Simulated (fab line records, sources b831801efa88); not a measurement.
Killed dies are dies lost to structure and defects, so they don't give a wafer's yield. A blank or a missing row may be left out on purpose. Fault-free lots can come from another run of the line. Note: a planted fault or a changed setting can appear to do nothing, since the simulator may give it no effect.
A lot that was struck, set against a sound lot    flow gf180mcu    17 steps out of a route of 602
Sound: wafers L742.1, L742.3, L742.5. The struck wafers were L754.3, L754.4, L754.5. At the end, the cause is stated.
At each step with rows: each side's tool, then ch and its chambers, then its first start. Under that, the readings that differ: sound wafers    struck wafers    difference of the means    sigmas: that difference in standard deviations of wafers without a fault.
alike: readings whose means differ by less than 2 such deviations, and words and numbers that are the same on both sides. not compared: withheld readings, readings that some wafer has no value for, bounds like >300 that may hide the same value, and numbers for which the record gives no deviation and whose values overlap.
The two part at a step that has a row with sigmas, a row that says differs or no value, or rows on one side only. When numbers do not overlap yet have no deviation, they are printed without sigmas and do not part them. A reading that every wafer of one side lacks parts them only if that side has two wafers or more.

first, 3 steps without rows for these wafers: GF_MVSD_EXPOSE_04 (exposes mask MVSD, target cd 1000 nm); GF_MVSD_PEB_05; GF_MVSD_DEVELOP_06 (develop time 60 s).
GF_MVSD_OVL_MEAS_07:
  sound on overlay-01, day 6 20:04; struck on overlay-01, day 9 17:49
  alike: MVSD_OVL
then, 2 steps without rows for these wafers: GF_MVSD_IMPLANT_08; GF_MVSD_IMPLANT_09.
GF_MVSD_STRIP_10: strips in O2/N2.
  sound on plasma asher-01 ch 0, day 6 20:24; struck on plasma asher-03 ch 0,1, day 9 18:11
reading                       sound              struck             difference  sigmas
strip time to endpoint s (s)  37.04 37.22 37.17  36.95 36.83 36.88  -0.26       -3
  alike: drypump motor current A, heater power w, oes product au
  not compared: rf hours counter h
GF_MVSD_TW_MEAS_11:
  sound on film metro-01, day 6 20:30; struck on film metro-03, day 9 18:16
  alike: MVSD_TW
then, 4 steps without rows for these wafers: GF_MVPSD_DEHYDRATE_00 (time 60 s); GF_MVPSD_HMDS_01 (prime time 60 s); GF_MVPSD_COAT_02 (resist thk 3000 nm); GF_MVPSD_SOFTBAKE_03.
GF_MVPSD_EXPOSE_04: exposes mask MVPSD, target cd 1000 nm.
  sound on iline stepper-01 ch 0, day 7 04:17; struck on iline stepper-02 ch 0, day 10 03:13
reading                        sound                 struck                difference  sigmas
model.MVPSD.overlay x nm (nm)  0.3519 0.3519 0.3519  -65.31 -65.31 -65.31  -65.66      
  alike: mask
then, 2 steps without rows for these wafers: GF_MVPSD_PEB_05; GF_MVPSD_DEVELOP_06 (develop time 60 s).
GF_MVPSD_OVL_MEAS_07:
  sound on overlay-01, day 7 12:22; struck on overlay-02, day 10 11:35
reading         sound         struck             difference  sigmas
MVPSD_OVL (nm)  0.0 -1.1 0.7  -67.3 -67.8 -66.7  -67.1       -48
  not compared: hold
following that, these wafers have no rows for 1 step: GF_PASSIVATION_PROBE_99.

== WHERE THEY PART ==
First at GF_MVSD_STRIP_10; last, within this record, at GF_MVPSD_OVL_MEAS_07.

WHY: what had been put in by the simulator
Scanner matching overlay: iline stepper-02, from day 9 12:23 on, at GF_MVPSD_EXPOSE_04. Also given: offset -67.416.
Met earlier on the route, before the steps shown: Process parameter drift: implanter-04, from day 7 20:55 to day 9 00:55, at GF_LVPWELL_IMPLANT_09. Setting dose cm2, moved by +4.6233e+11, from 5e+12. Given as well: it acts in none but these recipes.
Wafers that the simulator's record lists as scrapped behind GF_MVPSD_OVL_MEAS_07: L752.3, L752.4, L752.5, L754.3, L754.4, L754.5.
